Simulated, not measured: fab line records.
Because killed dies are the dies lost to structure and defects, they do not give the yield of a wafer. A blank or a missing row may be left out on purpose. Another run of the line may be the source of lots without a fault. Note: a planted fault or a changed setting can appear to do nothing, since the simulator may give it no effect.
fab line records + flow sky130
record:
- lots: 12
- wafers: 36
- lastDay: 50
route steps=708 shown VT_ADJUST_HVTR@141 SONOS_ONO@170 GATE_OXIDE@189 PAD_OPEN@708
lots untouched by any fault: they come from a run of this same line in which no faults occurred
startH: hours from the record's opening day to when the first of the lot's shown wafers began + waitH: hours since the lot's step before + " same as the row above + L1.1+2: a row that stands for several wafers + - no value, or no start given + * or withheld: withheld + < > ~ a bound
route shown NAME@n: a module of which the file shows steps, and the number in the route of the first + usual: mean and standard deviation over wafers with no fault + same: alike in all rows + chamber/n: place in a boat + sites: per-site readings + _std_site: their standard deviation + _edge_site: inner sites' mean taken away from outer sites' mean + radiusMm: how far each site lies from the wafer's centre + mask NAME#n: copy n + behind: the last tool/chamber to shape the wafer + hold: why the lot was held/for how many hours/how that ended + device: names the non-switching transistor (n, p or np) + end of line: tests of these same wafers at the route's end + a step given without rows: its recipe and nothing more + killed: at the first sort, the dies lost to defects and structure; wafer yield is something else + map: the dies of a wafer, with x for killed, . for not killed, _ for no die there
set.NAME: the setting as run; set.NAME@STEP: as run at that earlier step + model.NAME: the simulator's own value behind a step, which no gauge read
steps of the route over a sample of lots; a table a step, a row a wafer
services: the hour from which a tool's chamber was out of use, counted from the record's first day as startH (under 0 if before that day), plus the number of hours and why
== steps ==
step: SKY_VT_ADJUST_HVTR_STRIP_10
recipe:
- chemistry: O2/N2
- powerW: 1400
- pressureMtorr: 1500
- platenTempC: withheld
- o2FlowSccm: 3000
- n2FlowSccm: 300
- overashFraction: 0.5
usual:
- drypumpMotorCurrentA: 5.8/0.36
- oesProductAu: 0.716/0.0049
- stripTimeToEndpointS: 14.17/0.038
| lot.wafer | tool           | chamber | startH | waitH | drypumpMotorCurrentA | oesProductAu | rfHoursCounterH | stripTimeToEndpointS |
|-----------|----------------|---------|--------|-------|----------------------|--------------|-----------------|----------------------|
| L636.1    | plasmaAsher-01 | 0       | 217.20 | 0.1   | 5.9                  | 0.714        | 10              | 14.17                |
| L636.3    | "              | 1       | "      | "     | 5.5                  | 0.721        | -               | 14.20                |
| L636.6    | "              | 1       | "      | "     | 5.5                  | 0.714        | -               | 14.17                |
| L637.1    | plasmaAsher-03 | 0       | 223.93 | 0.1   | 6.1                  | 0.710        | 50              | 14.17                |
| L637.2    | "              | 1       | "      | "     | 5.9                  | 0.724        | 50              | 14.19                |
| L637.4    | "              | 0       | "      | "     | 6.0                  | 0.719        | -               | 14.19                |
| L638.2    | plasmaAsher-02 | 0       | 232.95 | 0.1   | 5.1                  | 0.716        | 55              | 14.12                |
| L638.3    | "              | 0       | "      | "     | 5.1                  | 0.716        | -               | 14.10                |
| L638.6    | "              | 0       | "      | "     | 5.1                  | 0.715        | -               | 14.16                |
| L639.2    | plasmaAsher-01 | 1       | 235.91 | 0.1   | 5.5                  | 0.712        | 12              | 14.17                |
| L639.3    | "              | 0       | "      | "     | 5.9                  | 0.714        | -               | 14.14                |
| L639.6    | "              | 1       | "      | "     | 5.5                  | 0.722        | -               | 14.14                |
| L640.1    | plasmaAsher-02 | 1       | 241.71 | 0.1   | 6.2                  | 0.712        | 56              | 14.17                |
| L640.3    | "              | 1       | "      | "     | 6.1                  | 0.715        | -               | 14.20                |
| L640.4    | "              | 0       | "      | "     | 5.1                  | 0.722        | -               | 14.19                |
| L641.1    | plasmaAsher-01 | 1       | 249.73 | 0.1   | 5.5                  | 0.713        | 13              | 14.16                |
| L641.4    | "              | 0       | "      | "     | 6.0                  | 0.725        | -               | 14.18                |
| L641.5    | "              | 1       | "      | "     | 5.5                  | 0.714        | -               | 14.22                |
| L645.2    | plasmaAsher-01 | 0       | 293.46 | 0.1   | 6.0                  | 0.707        | 18              | 14.16                |
| L645.4    | "              | 0       | "      | "     | 6.0                  | 0.717        | -               | 14.15                |
| L645.6    | "              | 1       | "      | "     | 5.5                  | 0.702        | -               | 14.20                |
| L647.1    | plasmaAsher-01 | 1       | 297.85 | 0.1   | 5.4                  | 0.717        | 18              | 14.16                |
| L647.3    | "              | 0       | "      | "     | 6.0                  | 0.710        | -               | 14.17                |
| L647.6    | "              | 1       | "      | "     | 5.5                  | 0.713        | -               | 14.17                |
| L646.3    | plasmaAsher-02 | 0       | 298.64 | 0.1   | 5.1                  | 0.707        | -               | 14.17                |
| L646.4    | "              | 1       | "      | "     | 6.2                  | 0.709        | -               | 14.14                |
| L646.6    | "              | 0       | "      | "     | 5.1                  | 0.721        | -               | 14.15                |
| L656.1    | plasmaAsher-03 | 0       | 365.03 | 0.1   | 6.0                  | 0.712        | 64              | 14.17                |
| L656.3    | "              | 0       | "      | "     | 6.1                  | 0.723        | -               | 14.12                |
| L656.6    | "              | 0       | "      | "     | 6.1                  | 0.713        | -               | 14.07                |
| L657.4    | plasmaAsher-03 | 1       | 371.11 | 0.1   | 5.9                  | 0.720        | -               | 14.11                |
| L657.5    | "              | 0       | "      | "     | 6.0                  | 0.702        | -               | 14.14                |
| L657.6    | "              | 1       | "      | "     | 5.9                  | 0.711        | -               | 14.11                |
| L658.1    | plasmaAsher-03 | 0       | 382.71 | 0.1   | 6.1                  | 0.710        | 66              | 14.23                |
| L658.4    | "              | 1       | "      | "     | 5.8                  | 0.716        | -               | 14.22                |
| L658.5    | "              | 0       | "      | "     | 6.1                  | 0.719        | -               | 14.23                |
step: SKY_SONOS_ONO_CVD_02
recipe:
- material: Si3N4
- precursor: DCS/NH3
- targetThkNm: 10.5
- tempC: 770
- timeS: 180
- pressureMtorr: 250
usual:
- spikeTcLowerC: 769.6/1.1
- spikeTcUpperC: 769.1/1.5
| lot.wafer | tool     | chamber | startH | waitH | spikeTcLowerC | spikeTcUpperC |
|-----------|----------|---------|--------|-------|---------------|---------------|
| L636.1    | lpcvd-02 | 0       | 265.82 | 0.2   | 771.0         | 768.1         |
| L636.3    | "        | 0       | "      | "     | 770.1         | 766.1         |
| L636.6    | "        | 0       | "      | "     | 770.5         | 767.6         |
| L637.1    | lpcvd-02 | 0       | 274.46 | 0.5   | 770.0         | 767.9         |
| L637.2    | "        | 0       | "      | "     | 769.7         | 767.5         |
| L637.4    | "        | 0       | "      | "     | 769.2         | 767.5         |
| L638.2    | lpcvd-02 | 0       | 284.84 | 1.5   | 766.6         | 769.4         |
| L638.3    | "        | 0       | "      | "     | 769.5         | 768.9         |
| L638.6    | "        | 0       | "      | "     | 768.9         | 767.1         |
| L639.2    | lpcvd-02 | 0       | 288.88 | 1.1   | 768.6         | 767.2         |
| L639.3    | "        | 0       | "      | "     | 768.8         | 768.1         |
| L639.6    | "        | 0       | "      | "     | 769.6         | 766.8         |
| L640.1    | lpcvd-02 | 1       | 296.51 | 3.0   | 770.8         | 769.2         |
| L640.3    | "        | 1       | "      | "     | 772.5         | 770.2         |
| L640.4    | "        | 1       | "      | "     | 769.1         | 771.3         |
| L641.1    | lpcvd-02 | 0       | 302.99 | 0.1   | 768.7         | 766.4         |
| L641.4    | "        | 0       | "      | "     | 770.3         | 770.0         |
| L641.5    | "        | 0       | "      | "     | 770.6         | 768.5         |
| L645.2    | lpcvd-02 | 0       | 351.16 | 2.3   | 768.4         | 767.0         |
| L645.4    | "        | 0       | "      | "     | 770.1         | 767.7         |
| L645.6    | "        | 0       | "      | "     | 769.0         | 768.7         |
| L647.1    | lpcvd-02 | 1       | 355.20 | 1.5   | 770.0         | 771.3         |
| L647.3    | "        | 1       | "      | "     | 769.7         | 771.1         |
| L647.6    | "        | 1       | "      | "     | 770.5         | 769.4         |
| L646.3    | lpcvd-02 | 1       | 357.61 | 2.0   | 769.8         | 771.7         |
| L646.4    | "        | 1       | "      | "     | 769.3         | 770.2         |
| L646.6    | "        | 1       | "      | "     | 768.8         | 771.7         |
| L656.1    | lpcvd-02 | 1       | 426.63 | 0.1   | 770.6         | 769.7         |
| L656.3    | "        | 1       | "      | "     | 769.8         | 769.9         |
| L656.6    | "        | 1       | "      | "     | 770.0         | 769.8         |
| L657.4    | lpcvd-02 | 0       | 434.13 | 1.2   | 769.4         | 767.8         |
| L657.5    | "        | 0       | "      | "     | 770.4         | 765.8         |
| L657.6    | "        | 0       | "      | "     | 769.9         | 768.7         |
| L658.1    | lpcvd-02 | 1       | 443.54 | 0.1   | 770.7         | 770.9         |
| L658.4    | "        | 1       | "      | "     | 770.4         | 770.7         |
| L658.5    | "        | 1       | "      | "     | 771.4         | 769.1         |
step: SKY_SONOS_ONO_THK_MEAS_03
recipe:
- reads: Si3N4_of_SONOS_ONO_CVD_02
usual:
- SONOS_ONO_CVD_02_THK: 10.46/0.11
| lot.wafer | tool         | chamber | startH | waitH | SONOS_ONO_CVD_02_THK[nm] |
|-----------|--------------|---------|--------|-------|--------------------------|
| L636.1    | filmMetro-04 | -       | 266.87 | 0.0   | 10.37                    |
| L636.3    | "            | -       | "      | "     | 10.63                    |
| L636.6    | "            | -       | "      | "     | 10.68                    |
| L637.1    | filmMetro-02 | -       | 275.51 | 0.0   | 10.54                    |
| L637.2    | "            | -       | "      | "     | 10.44                    |
| L637.4    | "            | -       | "      | "     | 10.56                    |
| L638.2    | filmMetro-02 | -       | 285.90 | 0.0   | 10.52                    |
| L638.3    | "            | -       | "      | "     | 10.36                    |
| L638.6    | "            | -       | "      | "     | 10.46                    |
| L639.2    | filmMetro-01 | -       | 290.46 | 0.0   | 10.38                    |
| L639.3    | "            | -       | "      | "     | 10.36                    |
| L639.6    | "            | -       | "      | "     | 10.43                    |
| L640.1    | filmMetro-01 | -       | 298.08 | 0.0   | 10.52                    |
| L640.3    | "            | -       | "      | "     | 10.70                    |
| L640.4    | "            | -       | "      | "     | 10.61                    |
| L641.1    | filmMetro-01 | -       | 304.04 | 0.0   | 10.62                    |
| L641.4    | "            | -       | "      | "     | 10.61                    |
| L641.5    | "            | -       | "      | "     | 10.45                    |
| L645.2    | filmMetro-01 | -       | 352.22 | 0.0   | 11.53                    |
| L645.4    | "            | -       | "      | "     | 11.34                    |
| L645.6    | "            | -       | "      | "     | 11.45                    |
| L647.1    | filmMetro-01 | -       | 356.25 | 0.0   | 11.45                    |
| L647.3    | "            | -       | "      | "     | 11.47                    |
| L647.6    | "            | -       | "      | "     | 11.42                    |
| L646.3    | filmMetro-01 | -       | 358.68 | 0.0   | 11.51                    |
| L646.4    | "            | -       | "      | "     | 11.46                    |
| L646.6    | "            | -       | "      | "     | 11.44                    |
| L656.1    | filmMetro-02 | -       | 427.68 | 0.0   | 10.56                    |
| L656.3    | "            | -       | "      | "     | 10.48                    |
| L656.6    | "            | -       | "      | "     | 10.67                    |
| L657.4    | filmMetro-04 | -       | 435.21 | 0.0   | 10.41                    |
| L657.5    | "            | -       | "      | "     | 10.27                    |
| L657.6    | "            | -       | "      | "     | 10.36                    |
| L658.1    | filmMetro-04 | -       | 444.59 | 0.0   | 10.33                    |
| L658.4    | "            | -       | "      | "     | 10.33                    |
| L658.5    | "            | -       | "      | "     | 10.34                    |
step: SKY_SONOS_ONO_OVL_MEAS_14
usual:
- SONOS_ONO_OVL: 0.4/1.4
| lot.wafer | tool       | chamber | startH | waitH | SONOS_ONO_OVL[nm] |
|-----------|------------|---------|--------|-------|-------------------|
| L636.1    | overlay-01 | -       | 293.84 | 0.1   | -1.2              |
| L636.3    | "          | -       | "      | "     | -2.1              |
| L636.6    | "          | -       | "      | "     | -1.2              |
| L637.1    | overlay-01 | -       | 302.19 | 0.1   | 1.9               |
| L637.2    | "          | -       | "      | "     | -1.0              |
| L637.4    | "          | -       | "      | "     | 0.5               |
| L638.2    | overlay-01 | -       | 311.87 | 0.1   | -1.0              |
| L638.3    | "          | -       | "      | "     | 2.6               |
| L638.6    | "          | -       | "      | "     | 0.8               |
| L639.2    | overlay-02 | -       | 317.02 | 0.1   | 1.7               |
| L639.3    | "          | -       | "      | "     | -0.1              |
| L639.6    | "          | -       | "      | "     | 1.9               |
| L640.1    | overlay-01 | -       | 325.86 | 0.1   | 0.3               |
| L640.3    | "          | -       | "      | "     | 1.5               |
| L640.4    | "          | -       | "      | "     | 0.0               |
| L641.1    | overlay-01 | -       | 331.11 | 0.1   | -1.4              |
| L641.4    | "          | -       | "      | "     | -1.4              |
| L641.5    | "          | -       | "      | "     | -1.9              |
| L645.2    | overlay-01 | -       | 381.05 | 0.1   | 3.4               |
| L645.4    | "          | -       | "      | "     | 0.4               |
| L645.6    | "          | -       | "      | "     | 0.8               |
| L647.1    | overlay-02 | -       | 384.34 | 0.1   | -0.7              |
| L647.3    | "          | -       | "      | "     | 0.4               |
| L647.6    | "          | -       | "      | "     | 1.3               |
| L646.3    | overlay-01 | -       | 387.60 | 0.1   | -0.2              |
| L646.4    | "          | -       | "      | "     | 0.4               |
| L646.6    | "          | -       | "      | "     | 0.1               |
| L657.4    | overlay-01 | -       | 467.46 | 0.1   | 0.9               |
| L657.5    | "          | -       | "      | "     | 0.5               |
| L657.6    | "          | -       | "      | "     | -2.0              |
| L656.1    | overlay-02 | -       | 467.49 | 0.1   | 0.2               |
| L656.3    | "          | -       | "      | "     | 1.4               |
| L656.6    | "          | -       | "      | "     | 2.3               |
| L658.1    | overlay-01 | -       | 476.71 | 0.1   | 1.0               |
| L658.4    | "          | -       | "      | "     | -0.6              |
| L658.5    | "          | -       | "      | "     | 0.7               |
step: SKY_GATE_OXIDE_THK_MEAS_02
recipe:
- reads: SiO2_of_GATE_OXIDE_OXIDATION_01
usual:
- GATE_OXIDE_OXIDATION_00_THK: 10.28/0.17
| lot.wafer | tool         | chamber | startH | waitH | GATE_OXIDE_OXIDATION_00_THK[nm] |
|-----------|--------------|---------|--------|-------|---------------------------------|
| L636.1    | filmMetro-02 | -       | 295.66 | 0.0   | 10.34                           |
| L636.3    | "            | -       | "      | "     | 10.38                           |
| L636.6    | "            | -       | "      | "     | 10.24                           |
| L637.1    | filmMetro-02 | -       | 305.85 | 0.0   | 10.32                           |
| L637.2    | "            | -       | "      | "     | 10.14                           |
| L637.4    | "            | -       | "      | "     | 10.33                           |
| L638.2    | filmMetro-01 | -       | 315.08 | 0.0   | 10.44                           |
| L638.3    | "            | -       | "      | "     | 10.40                           |
| L638.6    | "            | -       | "      | "     | 10.31                           |
| L639.2    | filmMetro-03 | -       | 320.40 | 0.0   | 10.25                           |
| L639.3    | "            | -       | "      | "     | 10.14                           |
| L639.6    | "            | -       | "      | "     | 10.29                           |
| L640.1    | filmMetro-02 | -       | 328.46 | 0.0   | 10.25                           |
| L640.3    | "            | -       | "      | "     | 10.37                           |
| L640.4    | "            | -       | "      | "     | 10.26                           |
| L641.1    | filmMetro-01 | -       | 333.04 | 0.0   | 10.49                           |
| L641.4    | "            | -       | "      | "     | 10.28                           |
| L641.5    | "            | -       | "      | "     | 10.52                           |
| L645.2    | filmMetro-03 | -       | 385.07 | 0.0   | 10.24                           |
| L645.4    | "            | -       | "      | "     | 10.22                           |
| L645.6    | "            | -       | "      | "     | 10.21                           |
| L647.1    | filmMetro-01 | -       | 387.97 | 0.0   | 10.32                           |
| L647.3    | "            | -       | "      | "     | 10.30                           |
| L647.6    | "            | -       | "      | "     | 10.28                           |
| L646.3    | filmMetro-02 | -       | 391.67 | 0.0   | 9.94                            |
| L646.4    | "            | -       | "      | "     | 10.23                           |
| L646.6    | "            | -       | "      | "     | 10.10                           |
| L656.1    | filmMetro-02 | -       | 469.84 | 0.0   | 10.36                           |
| L656.3    | "            | -       | "      | "     | 10.22                           |
| L656.6    | "            | -       | "      | "     | 10.49                           |
| L657.4    | filmMetro-01 | -       | 469.87 | 0.0   | 10.19                           |
| L657.5    | "            | -       | "      | "     | 10.30                           |
| L657.6    | "            | -       | "      | "     | 10.08                           |
| L658.1    | filmMetro-01 | -       | 478.47 | 0.0   | 10.44                           |
| L658.4    | "            | -       | "      | "     | 10.47                           |
| L658.5    | "            | -       | "      | "     | 10.36                           |
step: SKY_PAD_OPEN_PROBE_99
usual:
- killed_at_M0_to_M3: 46/6.7
- killed_at_M4_up: 3.3/2
- killedAtContacts: 24/5.4
- killedAtFrontEnd: 15/4.3
- killedAtOther: 0.4/0.64
- killedDies: 89/9.1
- killedOpen: 48/7.2
- killedShort: 40/6.3
same:
- grossDies: 492
- killedAtBackSide: 0
| lot.wafer | tool      | chamber | startH  | waitH | killed_at_M0_to_M3 | killed_at_M4_up | killedAtContacts | killedAtFrontEnd | killedAtOther | killedDies | killedOpen | killedShort |
|-----------|-----------|---------|---------|-------|--------------------|-----------------|------------------|------------------|---------------|------------|------------|-------------|
| L636.1    | prober-02 | -       | 1093.16 | 0.1   | 48                 | 2               | 24               | 9                | 0             | 83         | 47         | 36          |
| L636.3    | prober-02 | -       | 1093.26 | 0.2   | 42                 | 2               | 22               | 25               | 0             | 91         | 48         | 42          |
| L636.6    | prober-02 | -       | 1093.41 | 0.2   | 64                 | 2               | 26               | 13               | 1             | 106        | 61         | 44          |
| L640.1    | prober-01 | -       | 1123.64 | 0.1   | 59                 | 2               | 27               | 15               | 0             | 103        | 62         | 41          |
| L640.3    | prober-01 | -       | 1123.74 | 0.2   | 45                 | 8               | 31               | 17               | 0             | 101        | 50         | 51          |
| L645.2    | prober-02 | -       | 1156.86 | 0.1   | 35                 | 2               | 22               | 17               | 0             | 76         | 38         | 38          |
| L645.4    | prober-02 | -       | 1156.96 | 0.2   | 39                 | 3               | 39               | 16               | 0             | 97         | 53         | 44          |
| L645.6    | prober-02 | -       | 1157.06 | 0.2   | 40                 | 5               | 30               | 16               | 0             | 91         | 56         | 35          |
| L646.3    | prober-01 | -       | 1160.19 | 0.2   | 43                 | 7               | 17               | 21               | 1             | 89         | 50         | 38          |
| L646.4    | prober-01 | -       | 1160.24 | 0.2   | 46                 | 5               | 17               | 17               | 0             | 85         | 49         | 34          |
| L646.6    | prober-01 | -       | 1160.34 | 0.2   | 44                 | 1               | 27               | 18               | 0             | 90         | 46         | 42          |
| L647.1    | prober-02 | -       | 1162.66 | 0.1   | 44                 | 4               | 28               | 5                | 0             | 81         | 46         | 35          |
| L647.3    | prober-02 | -       | 1162.76 | 0.2   | 49                 | 2               | 27               | 10               | 0             | 88         | 55         | 33          |
| L647.6    | prober-02 | -       | 1162.91 | 0.2   | 46                 | 4               | 16               | 15               | 1             | 82         | 50         | 32          |
| L658.1    | prober-02 | -       | 1209.44 | 0.1   | 67                 | 5               | 23               | 12               | 0             | 107        | 63         | 44          |
| L658.4    | prober-02 | -       | 1209.59 | 0.2   | 37                 | 1               | 23               | 14               | 0             | 75         | 45         | 30          |
| L658.5    | prober-02 | -       | 1209.64 | 0.2   | 43                 | 5               | 23               | 18               | 0             | 89         | 47         | 42          |
killed by level:class
L636.1 CONTACT:geometricParticle:open=15 VIA1:geometricParticle:open=12 VIA1:geometricParticle:short=8 METAL2:geometricParticle:short=7 METAL1:geometricParticle:short=7 FIELD_ISO:geometricParticle:short=4 VIA2:geometricParticle:open=4 LI_CONTACT:geometricParticle:open=3
L636.3 VIA1:geometricParticle:open=10 FIELD_ISO:geometricParticle:short=8 CONTACT:geometricParticle:open=8 FIELD_ISO:geometricParticle:open=5 VIA2:geometricParticle:open=5 POLY_GATE:geometricParticle:open=5 VIA3:geometricParticle:open=5 LI_CONTACT:geometricParticle:open=4
L636.6 VIA1:geometricParticle:open=21 CONTACT:geometricParticle:open=10 VIA1:geometricParticle:short=10 LOCAL_INTERCONNECT:geometricParticle:short=7 FIELD_ISO:geometricParticle:open=6 METAL2:geometricParticle:short=6 VIA3:geometricParticle:open=6 LI_CONTACT:geometricParticle:open=5
L640.1 VIA1:geometricParticle:open=19 CONTACT:geometricParticle:open=8 CONTACT:geometricParticle:short=7 VIA3:geometricParticle:open=7 METAL2:geometricParticle:short=7 METAL1:geometricParticle:short=5 VIA2:geometricParticle:open=5 FIELD_ISO:geometricParticle:open=3
L640.3 CONTACT:geometricParticle:open=11 LI_CONTACT:geometricParticle:open=10 VIA1:geometricParticle:open=10 METAL4:geometricParticle:short=8 METAL2:geometricParticle:short=7 VIA2:geometricParticle:open=7 FIELD_ISO:geometricParticle:short=5 POLY_GATE:geometricParticle:short=5
L645.2 FIELD_ISO:geometricParticle:short=8 VIA2:geometricParticle:open=7 CONTACT:geometricParticle:open=7 VIA1:geometricParticle:open=6 LI_CONTACT:geometricParticle:open=5 CONTACT:geometricParticle:short=5 METAL2:geometricParticle:short=5 VIA3:geometricParticle:open=5
L645.4 CONTACT:geometricParticle:open=16 VIA1:geometricParticle:open=9 LI_CONTACT:geometricParticle:open=8 CONTACT:geometricParticle:short=7 VIA3:geometricParticle:open=7 LI_CONTACT:geometricParticle:short=5 FIELD_ISO:geometricParticle:open=4 FIELD_ISO:geometricParticle:short=4
L645.6 CONTACT:geometricParticle:open=16 LI_CONTACT:geometricParticle:open=8 VIA3:geometricParticle:open=7 VIA2:geometricParticle:open=7 VIA1:geometricParticle:open=6 VIA1:geometricParticle:short=6 METAL2:geometricParticle:short=6 FIELD_ISO:geometricParticle:short=4
L646.3 VIA1:geometricParticle:open=13 FIELD_ISO:geometricParticle:open=6 VIA2:geometricParticle:open=6 LI_CONTACT:geometricParticle:open=6 METAL2:geometricParticle:short=6 CONTACT:geometricParticle:open=6 METAL1:geometricParticle:short=6 FIELD_ISO:geometricParticle:short=5
L646.4 VIA1:geometricParticle:open=13 CONTACT:geometricParticle:open=7 METAL2:geometricParticle:short=7 POLY_GATE:geometricParticle:open=6 VIA1:geometricParticle:short=6 FIELD_ISO:geometricParticle:open=5 LI_CONTACT:geometricParticle:open=5 METAL1:geometricParticle:short=5
L646.6 CONTACT:geometricParticle:open=11 METAL2:geometricParticle:short=10 VIA1:geometricParticle:open=8 LOCAL_INTERCONNECT:geometricParticle:short=6 VIA3:geometricParticle:open=6 FIELD_ISO:geometricParticle:open=4 LI_CONTACT:geometricParticle:open=4 CONTACT:geometricParticle:short=4
L647.1 VIA1:geometricParticle:open=11 CONTACT:geometricParticle:open=9 VIA3:geometricParticle:open=8 CONTACT:geometricParticle:short=7 METAL1:geometricParticle:short=7 VIA1:geometricParticle:short=6 VIA2:geometricParticle:open=6 LI_CONTACT:geometricParticle:short=5
L647.3 VIA1:geometricParticle:open=16 CONTACT:geometricParticle:open=12 LI_CONTACT:geometricParticle:open=8 METAL1:geometricParticle:short=6 VIA2:geometricParticle:open=6 VIA1:geometricParticle:short=5 CONTACT:geometricParticle:short=4 VIA2:geometricParticle:short=4
L647.6 VIA1:geometricParticle:open=13 VIA2:geometricParticle:open=9 VIA3:geometricParticle:open=8 SPACER:geometricParticle:open=5 POLY_GATE:geometricParticle:open=4 VIA1:geometricParticle:short=4 LOCAL_INTERCONNECT:geometricParticle:short=4 METAL2:geometricParticle:short=4
L658.1 VIA1:geometricParticle:open=17 VIA3:geometricParticle:open=15 METAL2:geometricParticle:short=9 CONTACT:geometricParticle:open=8 VIA2:geometricParticle:open=7 LI_CONTACT:geometricParticle:open=6 CONTACT:geometricParticle:short=6 VIA1:geometricParticle:short=6
L658.4 CONTACT:geometricParticle:open=11 VIA1:geometricParticle:open=9 METAL1:geometricParticle:short=8 CONTACT:geometricParticle:short=6 VIA3:geometricParticle:open=6 LI_CONTACT:geometricParticle:open=4 POLY_GATE:geometricParticle:short=3 VIA2:geometricParticle:open=3
L658.5 VIA1:geometricParticle:open=11 CONTACT:geometricParticle:open=7 POLY_GATE:geometricParticle:open=6 LI_CONTACT:geometricParticle:open=6 VIA3:geometricParticle:open=6 VIA3:geometricParticle:short=6 LOCAL_INTERCONNECT:geometricParticle:short=5 VIA1:geometricParticle:short=5
== services ==
| tool           | chamber | startH | hours | kind      |
|----------------|---------|--------|-------|-----------|
| plasmaAsher-01 | -       | 205.00 | 3.7   | repair    |
| lpcvd-02       | -       | 229.59 | 2.3   | repair    |
| plasmaAsher-02 | -       | 238.25 | 0.4   | repair    |
| lpcvd-02       | -       | 243.82 | 0.8   | pm        |
| plasmaAsher-02 | -       | 256.03 | 1.3   | repair    |
| plasmaAsher-02 | -       | 354.21 | 5.5   | pm        |
| plasmaAsher-01 | -       | 394.69 | 12.0  | repair    |
| lpcvd-02       | -       | 400.62 | 2.8   | pm        |
| lpcvd-02       | -       | 403.31 | 2.5   | repair    |
| plasmaAsher-03 | -       | 421.25 | 9.0   | pm        |
| plasmaAsher-03 | 0       | 421.25 | 9.0   | ventCycle |
| plasmaAsher-03 | 1       | 421.25 | 9.0   | ventCycle |
| plasmaAsher-03 | 0       | 430.25 | -     | clean     |
| plasmaAsher-03 | 1       | 430.25 | -     | clean     |
== key ==
firstSign:
- step: SKY_SONOS_ONO_THK_MEAS_03
- reading: SONOS_ONO_CVD_02_THK
- direction: up
- sigmas: 8.6
- usual: 10.46
- struck: 11.45
effect none on later readings
metAt SKY_SONOS_ONO_CVD_02
struckLots L645,L646,L647
testerLeftOut L645,L646,L647
notActingAt SKY_VT_ADJUST_HVTR_STRIP_10,SKY_SONOS_ONO_OVL_MEAS_14,SKY_GATE_OXIDE_THK_MEAS_02
onsetBetween 302.99 351.16
fault:
- kind: processParameterDrift
- tool: lpcvd-02
- chamber: -
- onsetH: 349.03
- steps: SKY_SONOS_ONO_CVD_02
- channel: timeS
- offset: *
- shape: step
- endH: 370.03
- actsIn: *
- stated: *
testerLeftOut: of these lots the tester's yield and bins aren't shown, on N5 and GAA mostly nor the transistor test; their killed dies are dies lost to structure and defects alone, not to doping, threshold or leakage, so they don't give the yield
